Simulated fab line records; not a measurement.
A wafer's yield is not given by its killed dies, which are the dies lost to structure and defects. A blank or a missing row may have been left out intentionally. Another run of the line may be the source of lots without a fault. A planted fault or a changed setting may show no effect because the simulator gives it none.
Split-lot experiment / flow gf180mcu / route with 602 steps; 5 lots, 23 wafers read

## ON THE SPLIT
At GF_PASSIVATION_COAT_06 (resist thk 4000 nm), the setting spin_rpm was moved away from the recipe's 2000 rpm on 7 of the 23 wafers read, by -2.1% to +4.0%. For the rest of the wafers, this setting stayed at what the recipe calls for.

## FROM THE SPLIT TO THE READING: what the file shows between them, 4 steps
- GF_PASSIVATION_SOFTBAKE_07
- GF_PASSIVATION_EXPOSE_08: exposes mask Pad, target cd 40000 nm
- GF_PASSIVATION_PEB_09
- GF_PASSIVATION_DEVELOP_10: develop time 62.52 s

## THE READING
coat_of_PASSIVATION_COAT_06.thk_nm (the simulator's own value, which no gauge read), in nm, at GF_PASSIVATION_ETCH_11 (etches the open film in CF4/O2, stops on TiN, target depth 1800 nm, time 400 s). The file does not state a usual value for it. The 16 wafers here that ran the recipe average 2805 nm, standard deviation 13 nm.

wafer=L074.3; tool, chamber at the split=litho_track-01, 0; spin_rpm as run, rpm=2000; against the recipe=recipe; coat_of_PASSIVATION_COAT_06.thk_nm, nm=2801; against lot-mates on the recipe=-
wafer=L074.4; tool, chamber at the split=litho_track-01, 0; spin_rpm as run, rpm=2000; against the recipe=recipe; coat_of_PASSIVATION_COAT_06.thk_nm, nm=2816; against lot-mates on the recipe=-
wafer=L074.5; tool, chamber at the split=litho_track-01, 0; spin_rpm as run, rpm=2000; against the recipe=recipe; coat_of_PASSIVATION_COAT_06.thk_nm, nm=2814; against lot-mates on the recipe=-
wafer=L079.1; tool, chamber at the split=litho_track-03, 0; spin_rpm as run, rpm=2000; against the recipe=recipe; coat_of_PASSIVATION_COAT_06.thk_nm, nm=2796; against lot-mates on the recipe=-
wafer=L079.3; tool, chamber at the split=litho_track-03, 0; spin_rpm as run, rpm=2081; against the recipe=+4.0%; coat_of_PASSIVATION_COAT_06.thk_nm, nm=2719; against lot-mates on the recipe=-89
wafer=L079.4; tool, chamber at the split=litho_track-03, 0; spin_rpm as run, rpm=2000; against the recipe=recipe; coat_of_PASSIVATION_COAT_06.thk_nm, nm=2817; against lot-mates on the recipe=-
wafer=L079.5; tool, chamber at the split=litho_track-03, 0; spin_rpm as run, rpm=2081; against the recipe=+4.0%; coat_of_PASSIVATION_COAT_06.thk_nm, nm=2708; against lot-mates on the recipe=-100
wafer=L079.6; tool, chamber at the split=litho_track-03, 0; spin_rpm as run, rpm=2000; against the recipe=recipe; coat_of_PASSIVATION_COAT_06.thk_nm, nm=2810; against lot-mates on the recipe=-
wafer=L080.1; tool, chamber at the split=litho_track-01, 0; spin_rpm as run, rpm=2044; against the recipe=+2.2%; coat_of_PASSIVATION_COAT_06.thk_nm, nm=2743; against lot-mates on the recipe=-66
wafer=L080.2; tool, chamber at the split=litho_track-01, 0; spin_rpm as run, rpm=2000; against the recipe=recipe; coat_of_PASSIVATION_COAT_06.thk_nm, nm=2812; against lot-mates on the recipe=-
wafer=L080.3; tool, chamber at the split=litho_track-01, 0; spin_rpm as run, rpm=2000; against the recipe=recipe; coat_of_PASSIVATION_COAT_06.thk_nm, nm=2807; against lot-mates on the recipe=-
wafer=L080.5; tool, chamber at the split=litho_track-01, 0; spin_rpm as run, rpm=2044; against the recipe=+2.2%; coat_of_PASSIVATION_COAT_06.thk_nm, nm=2734; against lot-mates on the recipe=-76
wafer=L080.6; tool, chamber at the split=litho_track-01, 0; spin_rpm as run, rpm=2044; against the recipe=+2.2%; coat_of_PASSIVATION_COAT_06.thk_nm, nm=2753; against lot-mates on the recipe=-56
wafer=L081.1; tool, chamber at the split=litho_track-01, 0; spin_rpm as run, rpm=2000; against the recipe=recipe; coat_of_PASSIVATION_COAT_06.thk_nm, nm=2779; against lot-mates on the recipe=-
wafer=L081.3; tool, chamber at the split=litho_track-01, 0; spin_rpm as run, rpm=1957; against the recipe=-2.1%; coat_of_PASSIVATION_COAT_06.thk_nm, nm=2836; against lot-mates on the recipe=+51
wafer=L081.4; tool, chamber at the split=litho_track-01, 0; spin_rpm as run, rpm=2000; against the recipe=recipe; coat_of_PASSIVATION_COAT_06.thk_nm, nm=2776; against lot-mates on the recipe=-
wafer=L081.5; tool, chamber at the split=litho_track-01, 0; spin_rpm as run, rpm=1957; against the recipe=-2.1%; coat_of_PASSIVATION_COAT_06.thk_nm, nm=2824; against lot-mates on the recipe=+39
wafer=L081.6; tool, chamber at the split=litho_track-01, 0; spin_rpm as run, rpm=2000; against the recipe=recipe; coat_of_PASSIVATION_COAT_06.thk_nm, nm=2801; against lot-mates on the recipe=-
wafer=L082.2; tool, chamber at the split=litho_track-02, 0; spin_rpm as run, rpm=2000; against the recipe=recipe; coat_of_PASSIVATION_COAT_06.thk_nm, nm=2806; against lot-mates on the recipe=-
wafer=L082.3; tool, chamber at the split=litho_track-02, 0; spin_rpm as run, rpm=2000; against the recipe=recipe; coat_of_PASSIVATION_COAT_06.thk_nm, nm=2828; against lot-mates on the recipe=-
wafer=L082.4; tool, chamber at the split=litho_track-02, 0; spin_rpm as run, rpm=2000; against the recipe=recipe; coat_of_PASSIVATION_COAT_06.thk_nm, nm=2800; against lot-mates on the recipe=-
wafer=L082.5; tool, chamber at the split=litho_track-02, 0; spin_rpm as run, rpm=2000; against the recipe=recipe; coat_of_PASSIVATION_COAT_06.thk_nm, nm=2797; against lot-mates on the recipe=-
wafer=L082.6; tool, chamber at the split=litho_track-02, 0; spin_rpm as run, rpm=2000; against the recipe=recipe; coat_of_PASSIVATION_COAT_06.thk_nm, nm=2814; against lot-mates on the recipe=-

FIT RESULTS
A straight line over all 23 wafers: coat_of_PASSIVATION_COAT_06.thk_nm changes by -21.4 nm for each +1% of spin_rpm; r = -0.92; the points scatter about the line by 14 nm.
The same after taking each lot's own level away (the mean of its wafers on the recipe; 23 wafers): -24.2 nm for each +1%; r = -0.97; scatter 10 nm.
According to that fit, moving spin_rpm by its largest amount changes the reading by 98 nm.
From 2785.3 to 2810.3 nm: that is the span of the lots' own levels, equal to 1.9 times the standard deviation above.
So the slope is not independent of the lot-to-lot level: the two fits are not the same.
Check: -105 nm against its lot-mates is what the line predicts for one of the wafers moved furthest among these (+4.0%) when that wafer is left out of the fit. Against them it came out at -88.7 nm.

## THESE WAFERS: OTHER SPLITS
Note: prior to the reading, these wafers also went through further splits. Each is held against what the fit with the lots' levels taken away leaves over:
other split on the same wafers=GF_MIM_SPUTTER_08 chamber_pressure_pa; wafers away from the commonest value=18; r with coat_of_PASSIVATION_COAT_06.thk_nm (lot level and that fit taken away)=+0.19
other split on the same wafers=GF_MIM_METAL_ETCH_19 time_s; wafers away from the commonest value=6; r with coat_of_PASSIVATION_COAT_06.thk_nm (lot level and that fit taken away)=-0.03
other split on the same wafers=GF_M5_ETCH_09 source_w; wafers away from the commonest value=10; r with coat_of_PASSIVATION_COAT_06.thk_nm (lot level and that fit taken away)=+0.20
other split on the same wafers=GF_V5_CMP_04 leave_above_ref_nm; wafers away from the commonest value=5; r with coat_of_PASSIVATION_COAT_06.thk_nm (lot level and that fit taken away)=+0.15
other split on the same wafers=GF_V5_SPUTTER_21 power_w; wafers away from the commonest value=8; r with coat_of_PASSIVATION_COAT_06.thk_nm (lot level and that fit taken away)=-0.29
other split on the same wafers=GF_TOP_METAL_SPUTTER_04 time_s; wafers away from the commonest value=7; r with coat_of_PASSIVATION_COAT_06.thk_nm (lot level and that fit taken away)=-0.42

## THE WHOLE CHAIN: every reading that the file lists as answering this split, in the file's order
step=GF_PASSIVATION_COAT_06; what it does=resist thk 4000 nm; reading=coat_of_PASSIVATION_COAT_06.thk_nm (the simulator's own value, which no gauge read); change (the file's fit)=-20.2 nm for each +1% of the setting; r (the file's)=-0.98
step=GF_PASSIVATION_ETCH_11; what it does=etches the open film in CF4/O2, stops on TiN, target depth 1800 nm, time 400 s; reading=coat_of_PASSIVATION_COAT_06.thk_nm (the simulator's own value, which no gauge read); change (the file's fit)=-24.1 nm for each +1% of the setting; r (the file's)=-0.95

## THE FILE'S OWN FIT
coat_of_PASSIVATION_COAT_06.thk_nm changes by -24.1 nm for each +1% of spin_rpm, r = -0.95.
